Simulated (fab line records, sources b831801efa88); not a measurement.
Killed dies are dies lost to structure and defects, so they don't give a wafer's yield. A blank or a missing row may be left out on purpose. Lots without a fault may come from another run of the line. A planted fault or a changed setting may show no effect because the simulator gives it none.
fab line records | flow sky130
record lots=24 wafers=72 last_day=50
route steps=708 shown METAL1@437 METAL2@483 VIA2@520 METAL3@567 METAL4@598 METAL5@677
lots that met no fault: from a run of the same line without faults
start_h: hours from the record's first day to the start of the lot's first wafer shown | wait_h: hours since the lot's step before | " the same as in the row above | L1.1+2: a row that stands for several wafers | - no value, or no start given | * or withheld: withheld | < > ~ a bound
route shown NAME@n: a module of which the file shows steps, and the number in the route of the first | usual: mean/standard deviation of fault-free wafers | same: alike in all rows | chamber/n: place in a boat | sites: the reading at each site | _std_site: their standard deviation | _edge_site: outer sites' mean less inner sites' | radius_mm: how far each site lies from the wafer's centre | mask NAME#n: copy n | behind: the tool/chamber that last shaped the wafer | hold: why the lot was held/for how many hours/how that ended | device: the transistor (n, p or np) that didn't switch | end of line: the same wafers' tests at the end of the route | a step without rows: its recipe alone | killed: dies lost to structure and defects at the first sort, not the wafer's yield | map: a wafer's dies, x killed, . not, _ none there
set.NAME: the setting as run; set.NAME@STEP: as run at that earlier step | model.NAME: the simulator's own value behind a step, which no gauge read
steps of the route over a sample of lots; a table a step, a row a wafer
services: from which hour (start_h, from the record's first day; less than 0 if before it) a tool's chamber was out of use, for how many hours, and why
## steps
# step SKY_METAL1_SPUTTER_03
# recipe material=Ti target_thk_nm=5 power_w=3000 time_s=3.3 chamber_pressure_pa=0.4
# usual throttle_valve_pct=30.3/1.2
# columns lot.wafer tool chamber start_h wait_h throttle_valve_pct
L074.2 pvd_sputter-03 - 731.71 0.0 32.3
L074.3 " - " " 29.5
L074.4 " - " " 30.5
L075.1 pvd_sputter-01 - 752.78 0.0 30.3
L075.5 " - " " 29.9
L075.6 " - " " 30.2
L076.2 pvd_sputter-03 - 763.77 0.0 30.2
L076.3 " - " " 32.2
L076.5 " - " " 30.4
L077.1 pvd_sputter-03 - 769.36 0.0 30.3
L077.4 " - " " 29.6
L077.5 " - " " 29.1
L078.1 pvd_sputter-03 - 773.02 0.0 30.1
L078.4 " - " " 29.4
L078.6 " - " " 29.5
L079.1 pvd_sputter-03 - 782.14 0.0 30.3
L079.3 " - " " 30.3
L079.5 " - " " 32.5
L080.3 pvd_sputter-04 - 787.72 0.0 27.9
L080.5 " - " " 31.1
L080.6 " - " " 28.3
L081.1 pvd_sputter-01 - 799.12 0.0 30.3
L081.3 " - " " 31.5
L081.4 " - " " 30.5
L082.2 pvd_sputter-03 - 810.32 0.0 30.1
L082.5 " - " " 30.4
L082.6 " - " " 32.3
L083.3 pvd_sputter-04 - 816.12 0.0 27.9
L083.4 " - " " 31.1
L083.6 " - " " 28.4
L085.3 pvd_sputter-04 - 824.26 0.0 31.6
L085.5 " - " " 28.3
L085.6 " - " " 31.1
L084.3 pvd_sputter-03 - 826.32 0.0 29.4
L084.5 " - " " 30.2
L084.6 " - " " 32.4
L086.1 pvd_sputter-04 - 836.12 0.0 28.3
L086.2 " - " " 28.1
L086.5 " - " " 31.0
L087.1 pvd_sputter-03 - 840.76 0.0 32.1
L087.2 " - " " 29.4
L087.4 " - " " 30.2
L088.2 pvd_sputter-03 - 853.04 0.0 30.4
L088.3 " - " " 30.2
L088.6 " - " " 30.1
L089.4 pvd_sputter-01 - 866.42 0.0 31.9
L089.5 " - " " 30.0
L089.6 " - " " 30.1
L091.3 pvd_sputter-03 - 869.53 0.0 30.2
L091.4 " - " " 32.2
L091.6 " - " " 30.4
L090.1 pvd_sputter-03 - 875.07 0.0 30.5
L090.2 " - " " 30.5
L090.5 " - " " 30.1
L092.2 pvd_sputter-03 - 877.02 0.0 29.4
L092.3 " - " " 30.2
L092.4 " - " " 32.1
L093.1 pvd_sputter-03 - 888.57 0.0 29.5
L093.2 " - " " 30.3
L093.6 " - " " 30.4
L095.2 pvd_sputter-04 - 888.92 0.0 28.1
L095.4 " - " " 32.0
L095.5 " - " " 30.9
L094.1 pvd_sputter-04 - 890.36 0.0 28.0
L094.5 " - " " 31.5
L094.6 " - " " 28.3
L096.3 pvd_sputter-03 - 894.08 0.0 30.4
L096.4 " - " " 32.5
L096.6 " - " " 32.2
L097.2 pvd_sputter-01 - 911.46 0.0 30.0
L097.4 " - " " 30.6
L097.5 " - " " 30.6
# step SKY_METAL2_SPUTTER_00
# recipe material=Ti target_thk_nm=15 power_w=3000 time_s=10 chamber_pressure_pa=0.4
# usual throttle_valve_pct=29.9/1.4
# columns lot.wafer tool chamber start_h wait_h throttle_valve_pct
L074.2 pvd_sputter-04 - 789.23 0.1 28.1
L074.3 " - " " 31.8
L074.4 " - " " 31.0
L075.1 pvd_sputter-02 - 809.15 0.2 29.9
L075.5 " - " " 29.6
L075.6 " - " " 31.2
L076.2 pvd_sputter-04 - 819.72 0.2 31.0
L076.3 " - " " 27.9
L076.5 " - " " 31.8
L077.1 pvd_sputter-03 - 824.55 0.1 30.5
L077.4 " - " " 29.3
L077.5 " - " " 30.1
L078.1 pvd_sputter-02 - 828.89 0.1 31.1
L078.4 " - " " 28.2
L078.6 " - " " 27.9
L079.1 pvd_sputter-03 - 836.97 0.2 30.2
L079.3 " - " " 29.6
L079.5 " - " " 30.3
L080.3 pvd_sputter-03 - 842.40 0.1 32.2
L080.5 " - " " 32.0
L080.6 " - " " 29.5
L081.1 pvd_sputter-04 - 854.25 0.1 31.0
L081.3 " - " " 28.5
L081.4 " - " " 27.8
L082.2 pvd_sputter-04 - 865.17 0.1 28.1
L082.5 " - " " 27.8
L082.6 " - " " 31.6
L083.3 pvd_sputter-03 - 871.55 0.2 29.1
L083.4 " - " " 30.2
L083.6 " - " " 30.6
L085.3 pvd_sputter-04 - 878.14 0.2 31.8
L085.5 " - " " 28.1
L085.6 " - " " 32.1
L084.3 pvd_sputter-04 - 880.92 0.1 31.7
L084.5 " - " " 30.8
L084.6 " - " " 28.4
L086.1 pvd_sputter-03 - 889.94 0.1 30.3
L086.2 " - " " 32.3
L086.5 " - " " 30.1
L087.1 pvd_sputter-04 - 895.38 0.2 31.1
L087.2 " - " " 28.1
L087.4 " - " " 27.9
L088.2 pvd_sputter-04 - 906.47 0.1 31.0
L088.3 " - " " 28.1
L088.6 " - " " 28.4
L089.4 pvd_sputter-02 - 920.07 0.2 29.5
L089.5 " - " " 29.5
L089.6 " - " " 28.2
L091.3 pvd_sputter-04 - 922.49 0.1 28.3
L091.4 " - " " 30.8
L091.6 " - " " 28.2
L090.1 pvd_sputter-04 - 928.02 0.2 28.2
L090.2 " - " " 30.8
L090.5 " - " " 31.7
L092.2 pvd_sputter-02 - 929.74 0.1 29.8
L092.3 " - " " 28.1
L092.4 " - " " 30.9
L093.1 pvd_sputter-03 - 941.34 0.2 30.5
L093.2 " - " " 29.5
L093.6 " - " " 30.2
L095.2 pvd_sputter-04 - 942.64 0.2 31.6
L095.4 " - " " 27.8
L095.5 " - " " 28.1
L094.1 pvd_sputter-03 - 943.08 0.2 32.3
L094.5 " - " " 30.1
L094.6 " - " " 30.6
L096.3 pvd_sputter-02 - 946.68 0.1 29.8
L096.4 " - " " 31.3
L096.6 " - " " 29.7
L097.2 pvd_sputter-02 - 963.63 0.1 31.4
L097.4 " - " " 30.1
L097.5 " - " " 27.9
# step SKY_VIA2_OVL_MEAS_13
# usual VIA2_OVL=2/6.7
# columns lot.wafer tool chamber start_h wait_h VIA2_OVL[nm]
L074.2 overlay-02 - 843.54 0.1 8
L074.3 " - " " -5
L074.4 " - " " 3
L075.1 overlay-02 - 862.50 0.1 9
L075.5 " - " " 2
L075.6 " - " " -3
L076.2 overlay-02 - 874.54 0.1 1
L076.3 " - " " 5
L076.5 " - " " 0
L077.1 overlay-02 - 877.70 0.1 2
L077.4 " - " " 2
L077.5 " - " " 3
L078.1 overlay-01 - 882.15 0.1 17
L078.4 " - " " 7
L078.6 " - " " -3
L079.1 overlay-01 - 890.09 0.1 -5
L079.3 " - " " 2
L079.5 " - " " -7
L080.3 overlay-01 - 894.80 0.1 3
L080.5 " - " " -2
L080.6 " - " " 1
L081.1 overlay-02 - 907.73 0.1 7
L081.3 " - " " 13
L081.4 " - " " 0
L082.2 overlay-02 - 918.14 0.1 2
L082.5 " - " " 13
L082.6 " - " " 4
L083.3 overlay-01 - 924.30 0.1 4
L083.4 " - " " -10
L083.6 " - " " -3
L085.3 overlay-02 - 930.69 0.1 1
L085.5 " - " " 7
L085.6 " - " " -9
L084.3 overlay-02 - 932.29 0.1 -2
L084.5 " - " " 1
L084.6 " - " " -5
L086.1 overlay-02 - 941.62 0.1 13
L086.2 " - " " 8
L086.5 " - " " 12
L087.1 overlay-02 - 946.63 0.1 -6
L087.2 " - " " 10
L087.4 " - " " 7
L088.2 overlay-01 - 956.91 0.1 -1
L088.3 " - " " 7
L088.6 " - " " -4
L089.4 overlay-01 - 970.07 0.1 1
L089.5 " - " " 6
L089.6 " - " " 8
L091.3 overlay-02 - 972.44 0.1 -8
L091.4 " - " " -10
L091.6 " - " " -3
L090.1 overlay-01 - 978.50 0.1 8
L090.2 " - " " 2
L090.5 " - " " 11
L092.2 overlay-02 - 979.09 0.1 5
L092.3 " - " " 1
L092.4 " - " " 7
L093.1 overlay-01 - 990.44 0.1 7
L093.2 " - " " 0
L093.6 " - " " 9
L095.2 overlay-01 - 991.41 0.1 3
L095.4 " - " " -6
L095.5 " - " " -12
L094.1 overlay-02 - 992.70 0.1 -6
L094.5 " - " " -5
L094.6 " - " " 5
L096.3 overlay-02 - 995.65 0.1 4
L096.4 " - " " -4
L096.6 " - " " -11
L097.2 overlay-01 - 1012.14 0.1 5
L097.4 " - " " 9
L097.5 " - " " 1
# step SKY_METAL3_ETCH_17
# recipe target=SiO2 stop_on=TiN chemistry=C4F8/O2/Ar source_w=1500 bias_w=1200 pressure_mtorr=40 c4f8_flow_sccm=withheld O2_flow_sccm=6 Ar_flow_sccm=300 time_s=3.9 target_depth_a=150
# usual oes_product_au=0.756/0.007
# columns lot.wafer tool chamber start_h wait_h oes_product_au rf_hours_counter_h
L074.2 rie_diel-03 0 897.57 0.1 0.767 0
L074.3 " 1 " " 0.746 17
L074.4 " 3 " " 0.762 10
L075.1 rie_diel-03 1 915.75 0.1 0.757 18
L075.5 " 2 " " 0.768 -
L075.6 " 1 " " 0.754 -
L076.2 rie_diel-04 3 926.20 0.1 0.754 16
L076.3 " 1 " " 0.749 17
L076.5 " 3 " " 0.754 -
L077.1 rie_diel-02 0 930.30 0.1 0.754 17
L077.4 " 3 " " 0.765 13
L077.5 " 2 " " 0.756 -
L078.1 rie_diel-02 0 934.37 0.1 0.745 17
L078.4 " 2 " " 0.754 16
L078.6 " 0 " " 0.766 -
L079.1 rie_diel-03 1 942.82 0.1 0.754 18
L079.3 " 2 " " 0.763 15
L079.5 " 3 " " 0.764 -
L080.3 rie_diel-04 2 947.15 0.0 0.743 16
L080.5 " 3 " " 0.762 -
L080.6 " 0 " " 0.750 -
L081.1 rie_diel-03 2 958.00 0.1 0.752 15
L081.3 " 3 " " 0.752 12
L081.4 " 0 " " 0.758 2
L082.2 rie_diel-03 3 969.75 0.1 0.748 12
L082.5 " 2 " " 0.756 -
L082.6 " 1 " " 0.758 -
L083.3 rie_diel-03 2 975.55 0.0 0.752 15
L083.4 " 0 " " 0.759 2
L083.6 " 2 " " 0.751 -
L085.3 rie_diel-03 2 981.42 0.0 0.753 16
L085.5 " 2 " " 0.760 -
L085.6 " 1 " " 0.749 -
L084.3 rie_diel-02 3 982.57 0.0 0.759 15
L084.5 " 1 " " 0.760 -
L084.6 " 0 " " 0.761 -
L086.1 rie_diel-04 2 991.22 0.1 0.749 16
L086.2 " 3 " " 0.755 18
L086.5 " 3 " " 0.745 -
L087.1 rie_diel-04 3 996.50 0.1 0.748 18
L087.2 " 0 " " 0.752 17
L087.4 " 2 " " 0.756 16
L088.2 rie_diel-02 1 1006.92 0.1 0.756 17
L088.3 " 2 " " 0.759 19
L088.6 " 2 " " 0.758 -
L089.4 rie_diel-04 3 1019.21 0.0 0.763 -
L089.5 " 0 " " 0.768 -
L089.6 " 3 " " 0.762 -
L091.3 rie_diel-04 3 1021.76 0.0 0.748 -
L091.4 " 0 " " 0.761 -
L091.6 " 3 " " 0.756 -
L090.1 rie_diel-03 2 1027.95 0.1 0.746 17
L090.2 " 3 " " 0.766 14
L090.5 " 2 " " 0.770 -
L092.2 rie_diel-02 2 1028.52 0.1 0.762 20
L092.3 " 1 " " 0.747 18
L092.4 " 0 " " 0.741 20
L093.1 rie_diel-04 3 1039.05 0.1 0.753 19
L093.2 " 1 " " 0.750 19
L093.6 " 0 " " 0.758 -
L095.2 rie_diel-03 2 1040.27 0.1 0.764 17
L095.4 " 0 " " 0.761 -
L095.5 " 3 " " 0.761 -
L094.1 rie_diel-02 3 1041.13 0.2 0.751 17
L094.5 " 1 " " 0.752 -
L094.6 " 2 " " 0.756 -
L096.3 rie_diel-03 1 1043.70 0.1 0.765 21
L096.4 " 3 " " 0.763 15
L096.6 " 0 " " 0.768 -
L097.2 rie_diel-04 3 1060.52 0.1 0.760 20
L097.4 " 1 " " 0.762 20
L097.5 " 0 " " 0.763 -
# step SKY_METAL4_SPUTTER_00
# recipe material=Ti target_thk_nm=15 power_w=3000 time_s=10 chamber_pressure_pa=0.4
# usual throttle_valve_pct=29.9/1.4
# columns lot.wafer tool chamber start_h wait_h throttle_valve_pct
L074.2 pvd_sputter-04 - 925.19 0.2 30.4
L074.3 " - " " 28.4
L074.4 " - " " 28.5
L075.1 pvd_sputter-04 - 943.38 0.2 31.0
L075.5 " - " " 31.0
L075.6 " - " " 28.4
L076.2 pvd_sputter-04 - 953.27 0.2 28.5
L076.3 " - " " 27.8
L076.5 " - " " 28.4
L077.1 pvd_sputter-01 - 957.35 0.1 29.8
L077.4 " - " " 30.4
L077.5 " - " " 30.6
L078.1 pvd_sputter-04 - 961.79 0.1 31.9
L078.4 " - " " 28.5
L078.6 " - " " 30.8
L079.1 pvd_sputter-01 - 969.60 0.1 30.4
L079.3 " - " " 30.2
L079.5 " - " " 30.2
L080.3 pvd_sputter-01 - 973.52 0.1 30.4
L080.5 " - " " 30.5
L080.6 " - " " 29.9
L081.1 pvd_sputter-04 - 985.02 0.1 28.0
L081.3 " - " " 31.6
L081.4 " - " " 30.7
L082.2 pvd_sputter-01 - 996.49 0.1 30.5
L082.5 " - " " 31.4
L082.6 " - " " 29.7
L083.3 pvd_sputter-04 - 1002.04 0.2 28.2
L083.4 " - " " 30.8
L083.6 " - " " 30.8
L085.3 pvd_sputter-01 - 1008.10 0.2 30.0
L085.5 " - " " 30.2
L085.6 " - " " 30.2
L084.3 pvd_sputter-02 - 1008.95 0.2 29.7
L084.5 " - " " 27.8
L084.6 " - " " 29.7
L086.1 pvd_sputter-04 - 1018.56 0.2 28.2
L086.2 " - " " 31.8
L086.5 " - " " 31.1
L087.1 pvd_sputter-04 - 1022.59 0.2 31.0
L087.2 " - " " 31.7
L087.4 " - " " 30.8
L088.2 pvd_sputter-04 - 1032.82 0.2 31.1
L088.3 " - " " 28.0
L088.6 " - " " 31.6
L089.4 pvd_sputter-02 - 1044.15 0.2 28.2
L089.5 " - " " 29.8
L089.6 " - " " 30.8
L091.3 pvd_sputter-02 - 1047.73 0.2 28.2
L091.4 " - " " 31.2
L091.6 " - " " 29.6
L090.1 pvd_sputter-04 - 1052.74 0.2 31.7
L090.2 " - " " 28.1
L090.5 " - " " 28.1
L092.2 pvd_sputter-02 - 1053.58 0.1 29.5
L092.3 " - " " 29.7
L092.4 " - " " 28.1
L093.1 pvd_sputter-04 - 1063.63 0.1 31.7
L093.2 " - " " 30.7
L093.6 " - " " 31.9
L095.2 pvd_sputter-04 - 1064.84 0.2 28.2
L095.4 " - " " 31.1
L095.5 " - " " 27.7
L094.1 pvd_sputter-04 - 1065.91 0.2 30.8
L094.5 " - " " 28.1
L094.6 " - " " 31.5
L096.3 pvd_sputter-02 - 1067.74 0.1 29.6
L096.4 " - " " 27.9
L096.6 " - " " 28.0
L097.2 pvd_sputter-01 - 1084.63 0.2 30.2
L097.4 " - " " 31.5
L097.5 " - " " 30.4
# step SKY_METAL5_STRIP_16
# recipe chemistry=O2/N2 power_w=1356 pressure_mtorr=1500 platen_temp_c=withheld o2_flow_sccm=3000 n2_flow_sccm=300 overash_fraction=0.5
# usual drypump_motor_current_A=5.59/0.23 o2_flow_sccm=3001/9 oes_product_au=0.699/0.0048 strip_time_to_endpoint_s=13.30/0.14
# same overash_fraction=0.5
# columns lot.wafer tool chamber start_h wait_h drypump_motor_current_A o2_flow_sccm oes_product_au rf_hours_counter_h strip_time_to_endpoint_s
L074.2 plasma_asher-04 1 1023.90 0.2 5.95 3001 0.699 59 13.34
L074.3 " 0 " " 5.66 2999 0.699 - 13.04
L074.4 " 1 " " 5.93 3006 0.707 - 13.29
L075.1 plasma_asher-01 1 1040.55 0.2 5.44 2997 0.700 93 12.94
L075.5 " 1 " " 5.45 2998 0.695 - 13.28
L075.6 " 0 " " 5.59 2994 0.695 - 12.94
L076.2 plasma_asher-01 1 1049.60 0.3 5.48 3002 0.686 94 13.26
L076.3 " 0 " " 5.57 2997 0.696 - 13.20
L076.5 " 0 " " 5.56 3015 0.695 - 13.17
L077.1 plasma_asher-02 0 1053.28 0.2 5.79 3008 0.699 29 13.37
L077.4 " 0 " " 5.79 2999 0.700 - 13.18
L077.5 " 0 " " 5.78 3010 0.696 - 13.14
L078.1 plasma_asher-04 0 1058.08 0.2 5.64 2991 0.701 62 13.54
L078.4 " 0 " " 5.62 2997 0.698 - 13.49
L078.6 " 1 " " 5.97 2997 0.694 - 13.34
L079.1 plasma_asher-01 1 1064.95 0.2 5.45 3009 0.700 96 13.10
L079.3 " 0 " " 5.57 2993 0.697 - 13.31
L079.5 " 1 " " 5.46 3001 0.703 - 13.15
L080.3 plasma_asher-01 1 1068.43 0.1 5.45 3018 0.700 - 13.26
L080.5 " 0 " " 5.56 2992 0.699 - 13.33
L080.6 " 1 " " 5.46 3017 0.694 - 13.31
L081.1 plasma_asher-04 0 1078.10 0.2 5.64 3013 0.698 65 13.47
L081.3 " 1 " " 5.97 2998 0.692 - 13.41
L081.4 " 0 " " 5.65 3007 0.695 - 13.37
L082.2 plasma_asher-04 0 1088.05 0.2 5.66 2984 0.704 66 13.22
L082.5 " 1 " " 5.98 2998 0.698 - 13.26
L082.6 " 0 " " 5.66 2993 0.708 - 13.56
L083.3 plasma_asher-01 0 1092.88 0.1 5.58 3005 0.702 - 13.18
L083.4 " 1 " " 5.45 3023 0.693 - 13.17
L083.6 " 1 " " 5.43 3018 0.690 - 13.16
L085.3 plasma_asher-04 0 1098.33 0.1 5.66 2996 0.692 - 13.29
L085.5 " 1 " " 5.97 2998 0.703 - 13.20
L085.6 " 0 " " 5.64 2986 0.697 - 13.37
L084.3 plasma_asher-02 0 1100.38 0.1 5.76 2999 0.694 - 13.56
L084.5 " 0 " " 5.74 3007 0.701 - 13.68
L084.6 " 1 " " 5.22 3006 0.701 - 13.27
L086.1 plasma_asher-01 1 1109.68 0.2 5.45 3003 0.705 100 13.05
L086.2 " 0 " " 5.55 3012 0.698 100 13.05
L086.5 " 1 " " 5.46 3012 0.696 - 13.17
L087.1 plasma_asher-02 0 1112.55 0.2 5.74 3009 0.700 35 13.04
L087.2 " 1 " " 5.22 3010 0.703 35 13.31
L087.4 " 0 " " 5.77 2997 0.707 - 13.39
L088.2 plasma_asher-02 1 1120.85 0.2 5.23 2989 0.692 36 13.33
L088.3 " 0 " " 5.76 2998 0.699 - 13.36
L088.6 " 0 " " 5.77 3010 0.701 - 13.50
L089.4 plasma_asher-02 0 1132.48 0.1 5.78 2985 0.699 - 13.29
L089.5 " 0 " " 5.76 3013 0.689 - 13.38
L089.6 " 1 " " 5.25 2996 0.709 - 13.23
L091.3 plasma_asher-01 1 1133.31 0.1 5.44 2998 0.698 - 13.46
L091.4 " 0 " " 5.56 2978 0.704 - 13.26
L091.6 " 0 " " 5.55 2980 0.701 - 13.32
L090.1 plasma_asher-04 1 1137.95 0.2 5.94 2989 0.693 70 13.22
L090.2 " 0 " " 5.65 2997 0.700 70 13.31
L090.5 " 1 " " 5.94 2983 0.698 - 13.28
L092.2 plasma_asher-02 0 1138.25 0.2 5.73 3017 0.696 38 13.35
L092.3 " 0 " " 5.76 3011 0.702 - 13.35
L092.4 " 1 " " 5.21 2998 0.698 - 13.20
L093.1 plasma_asher-04 0 1148.15 0.2 5.66 3007 0.703 71 13.32
L093.2 " 1 " " 5.94 2998 0.690 71 13.41
L093.6 " 0 " " 5.65 2994 0.703 - 13.47
L095.2 plasma_asher-02 1 1149.58 0.2 5.26 2990 0.701 39 13.42
L095.4 " 1 " " 5.22 3005 0.699 - 13.25
L095.5 " 0 " " 5.78 2995 0.697 - 13.48
L094.1 plasma_asher-01 0 1150.10 0.2 5.61 3010 0.699 104 13.32
L094.5 " 1 " " 5.47 2997 0.696 - 13.45
L094.6 " 0 " " 5.59 3016 0.700 - 13.15
L096.3 plasma_asher-02 0 1151.38 0.1 5.76 2993 0.703 - 13.37
L096.4 " 1 " " 5.25 3009 0.703 - 13.30
L096.6 " 0 " " 5.75 2990 0.695 - 13.25
L097.2 plasma_asher-02 1 1164.55 0.2 5.28 3009 0.706 40 13.36
L097.4 " 0 " " 5.78 2989 0.706 - 13.45
L097.5 " 1 " " 5.25 2988 0.703 - 13.34
## services
# columns tool chamber start_h hours kind
pvd_sputter-02 - 725.01 1.1 repair
rie_diel-03 0 731.74 13.9 repair
pvd_sputter-03 - 733.10 0.9 repair
rie_diel-03 1 742.75 6.4 repair
rie_diel-03 0 780.06 2.7 repair
rie_diel-03 - 784.57 0.8 repair
rie_diel-03 - 827.90 0.7 repair
pvd_sputter-03 - 878.37 5.4 repair
pvd_sputter-01 - 879.90 1.4 repair
pvd_sputter-03 - 949.14 14.9 repair
rie_diel-03 3 958.26 2.3 repair
rie_diel-03 - 970.71 0.4 repair
pvd_sputter-01 - 984.22 1.3 repair
rie_diel-03 1 1039.24 4.1 repair
pvd_sputter-02 - 1057.94 1.1 repair
pvd_sputter-04 - 1058.18 0.7 repair
pvd_sputter-01 - 1061.32 7.6 repair
pvd_sputter-04 - 1066.90 1.3 repair
rie_diel-03 0 1104.64 7.3 repair
pvd_sputter-01 - 1104.92 3.8 repair
pvd_sputter-04 - 1117.34 2.4 repair
pvd_sputter-01 - 1133.06 0.6 repair
pvd_sputter-02 - 1141.96 12.5 repair
pvd_sputter-03 - 1162.36 8.4 repair
## key
fault none
